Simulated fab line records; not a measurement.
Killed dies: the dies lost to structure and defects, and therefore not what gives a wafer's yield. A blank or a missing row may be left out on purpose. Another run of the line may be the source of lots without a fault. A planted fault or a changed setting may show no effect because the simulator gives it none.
Split-lot trial :: flow gf180mcu :: route with 602 steps; 5 lots, 23 wafers read

ON THE SPLIT
At GF_V1_CVD_02 (deposits SiO2 from TEOS, target thk 850 nm, time 94.851 s), the setting timeS was moved away from the recipe's 94.851 s on 10 of the 23 wafers read, by -14.7% to +15.0%. For the rest of the wafers, this setting stayed at what the recipe calls for.

Split to reading: the file shows no intervening step.

THE READING
Values of V1_CVD_02_THK in nm from GF_V1_THK_MEAS_03. A value of 852 nm with a standard deviation of 12 nm is what fault-free wafers of this fab line usually give.

wafer: L074.1
tool, chamber at the split: pecvd-03, 0
timeS as run, s: 80.87
against the recipe: -14.7%
V1_CVD_02_THK, nm: 706
against lot-mates on the recipe: -137

wafer: L074.2
tool, chamber at the split: pecvd-03, 2
timeS as run, s: 94.851
against the recipe: recipe
V1_CVD_02_THK, nm: 839
against lot-mates on the recipe: -

wafer: L074.4
tool, chamber at the split: pecvd-03, 1
timeS as run, s: 94.851
against the recipe: recipe
V1_CVD_02_THK, nm: 847
against lot-mates on the recipe: -

wafer: L074.5
tool, chamber at the split: pecvd-03, 2
timeS as run, s: 94.851
against the recipe: recipe
V1_CVD_02_THK, nm: 844
against lot-mates on the recipe: -

wafer: L074.6
tool, chamber at the split: pecvd-03, 0
timeS as run, s: 80.87
against the recipe: -14.7%
V1_CVD_02_THK, nm: 711
against lot-mates on the recipe: -132

wafer: L075.1
tool, chamber at the split: pecvd-03, 0
timeS as run, s: 94.851
against the recipe: recipe
V1_CVD_02_THK, nm: 839
against lot-mates on the recipe: -

wafer: L075.5
tool, chamber at the split: pecvd-03, 2
timeS as run, s: 94.851
against the recipe: recipe
V1_CVD_02_THK, nm: 852
against lot-mates on the recipe: -

wafer: L075.6
tool, chamber at the split: pecvd-03, 1
timeS as run, s: 94.851
against the recipe: recipe
V1_CVD_02_THK, nm: 852
against lot-mates on the recipe: -

wafer: L078.1
tool, chamber at the split: pecvd-03, 1
timeS as run, s: 94.851
against the recipe: recipe
V1_CVD_02_THK, nm: 849
against lot-mates on the recipe: -

wafer: L078.3
tool, chamber at the split: pecvd-03, 2
timeS as run, s: 109.1
against the recipe: +15.0%
V1_CVD_02_THK, nm: 972
against lot-mates on the recipe: +111

wafer: L078.4
tool, chamber at the split: pecvd-03, 2
timeS as run, s: 94.851
against the recipe: recipe
V1_CVD_02_THK, nm: 870
against lot-mates on the recipe: -

wafer: L078.5
tool, chamber at the split: pecvd-03, 0
timeS as run, s: 94.851
against the recipe: recipe
V1_CVD_02_THK, nm: 863
against lot-mates on the recipe: -

wafer: L078.6
tool, chamber at the split: pecvd-03, 1
timeS as run, s: 109.1
against the recipe: +15.0%
V1_CVD_02_THK, nm: 990
against lot-mates on the recipe: +129

wafer: L079.1
tool, chamber at the split: pecvd-02, 2
timeS as run, s: 87.77
against the recipe: -7.5%
V1_CVD_02_THK, nm: 777
against lot-mates on the recipe: -74

wafer: L079.3
tool, chamber at the split: pecvd-02, 1
timeS as run, s: 94.851
against the recipe: recipe
V1_CVD_02_THK, nm: 845
against lot-mates on the recipe: -

wafer: L079.4
tool, chamber at the split: pecvd-02, 1
timeS as run, s: 87.77
against the recipe: -7.5%
V1_CVD_02_THK, nm: 807
against lot-mates on the recipe: -44

wafer: L079.5
tool, chamber at the split: pecvd-02, 2
timeS as run, s: 94.851
against the recipe: recipe
V1_CVD_02_THK, nm: 856
against lot-mates on the recipe: -

wafer: L079.6
tool, chamber at the split: pecvd-02, 0
timeS as run, s: 87.77
against the recipe: -7.5%
V1_CVD_02_THK, nm: 786
against lot-mates on the recipe: -64

wafer: L085.1
tool, chamber at the split: pecvd-04, 1
timeS as run, s: 94.851
against the recipe: recipe
V1_CVD_02_THK, nm: 871
against lot-mates on the recipe: -

wafer: L085.3
tool, chamber at the split: pecvd-04, 0
timeS as run, s: 107.8
against the recipe: +13.7%
V1_CVD_02_THK, nm: 969
against lot-mates on the recipe: +106

wafer: L085.4
tool, chamber at the split: pecvd-04, 0
timeS as run, s: 94.851
against the recipe: recipe
V1_CVD_02_THK, nm: 856
against lot-mates on the recipe: -

wafer: L085.5
tool, chamber at the split: pecvd-04, 2
timeS as run, s: 107.8
against the recipe: +13.7%
V1_CVD_02_THK, nm: 987
against lot-mates on the recipe: +124

wafer: L085.6
tool, chamber at the split: pecvd-04, 1
timeS as run, s: 107.8
against the recipe: +13.7%
V1_CVD_02_THK, nm: 983
against lot-mates on the recipe: +120

FIT RESULTS
A straight line over all 23 wafers: V1_CVD_02_THK changes by +9.13 nm for each +1% of timeS; r = +0.99; the points scatter about the line by 11 nm.
The same after taking each lot's own level away (the mean of its wafers on the recipe; 23 wafers): +8.51 nm for each +1%; r = +0.99; scatter 8.9 nm.
On that fit, the largest move of timeS shifts the reading by 1.3e+02 nm.
Measured against the standard deviation above, the lots' own levels, which go from 843.3 to 863.5 nm, span 1.7 times it.
The two slopes are in agreement: the lot-to-lot level therefore moves the slope only a little.
Check: +130 nm against its lot-mates is what the line predicts for one of the wafers moved furthest among these (+15.0%) when that wafer is left out of the fit. It came out at +111 nm against them.

FURTHER SPLITS ON THESE WAFERS
These wafers also went through other splits before the reading. Each is held against what the fit with the lots' levels taken away leaves over:
other split on the same wafers: GF_CONTACT_SPUTTER_22 timeS
wafers away from the commonest value: 8
r with V1_CVD_02_THK (lot level and that fit taken away): +0.08

other split on the same wafers: GF_M1_PEB_12 pebTempC
wafers away from the commonest value: 6
r with V1_CVD_02_THK (lot level and that fit taken away): +0.11

THE WHOLE CHAIN: every reading that the file lists as answering this split, in the file's order
step: GF_V1_CVD_02
what it does: deposits SiO2 from TEOS, target thk 850 nm, time 94.851 s
reading: SiO2_of_V1_CVD_02.thkNm (the simulator's own value, which no gauge read)
change (the file's fit): +8.53 nm for each +1% of the setting
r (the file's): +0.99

step: GF_V1_THK_MEAS_03
what it does: 
reading: V1_CVD_02_THK
change (the file's fit): +8.53 for each +1% of the setting
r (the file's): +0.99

step: GF_V1_CMP_04
what it does: polishes SiO2
reading: timeToEndpointS
change (the file's fit): withheld for each +1% of the setting
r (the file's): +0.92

THE FILE'S OWN FIT
V1_CVD_02_THK changes by +8.53 nm for each +1% of timeS, r = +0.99.
